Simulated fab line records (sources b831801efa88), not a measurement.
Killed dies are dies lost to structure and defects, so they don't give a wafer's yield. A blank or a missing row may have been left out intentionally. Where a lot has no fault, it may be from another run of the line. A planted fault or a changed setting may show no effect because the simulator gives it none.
Matching of chambers / flow gf180mcu / GF_V3_CMP_04 on cmp-02 has 4 sister chambers
The step polishes SiO2. 4 wafers are shown with their chamber, then 7 later ones without.

## WAFERS WITH THEIR CHAMBER
wafer=L544.2; chamber=2; motor-current-A (A)=12.5
wafer=L547.2; chamber=0; motor-current-A (A)=14.2
wafer=L551.1; chamber=3; motor-current-A (A)=12.2
wafer=L551.2; chamber=1; motor-current-A (A)=12.2

## WAFERS WITHOUT THEIR CHAMBER
wafer=L551.4; motor-current-A (A)=13.5
wafer=L555.1; motor-current-A (A)=12.1
wafer=L555.2; motor-current-A (A)=12.9
wafer=L555.6; motor-current-A (A)=11.8
wafer=L561.1; motor-current-A (A)=12.0
wafer=L561.4; motor-current-A (A)=13.6
wafer=L561.5; motor-current-A (A)=12.1

## WHICH CHAMBER EACH ONE RAN IN
wafer=L551.4; from the rows above=can't be placed: 0 or 2 or 1 or 3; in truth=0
wafer=L555.1; from the rows above=can't be placed: 1 or 3 or 2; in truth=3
wafer=L555.2; from the rows above=can't be placed: 2 or 1 or 3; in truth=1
wafer=L555.6; from the rows above=can't be placed: 1 or 3 or 2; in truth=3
wafer=L561.1; from the rows above=can't be placed: 1 or 3 or 2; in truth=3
wafer=L561.4; from the rows above=can't be placed: 0 or 2 or 1 or 3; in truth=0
wafer=L561.5; from the rows above=can't be placed: 1 or 3 or 2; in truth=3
Placed correctly: 0 of 7. Unplaceable from these rows: 7, with the true chamber sitting among the candidates in 7. 0 placed wrongly.
How it was worked out, from the rows above alone: a wafer's distance from a chamber is the root of the sum, over the readings, of the square of ((its reading less the chamber's mean) divided by the reading's scatter). The wafer belongs to the nearest chamber; if the next one is less than 2 further off, it can't be placed. For every chamber, the mean is computed from those of its wafers that are shown. The scatter: with one shown wafer a chamber, the root of the mean of the squares of how far each hidden wafer lies from its nearest shown one.
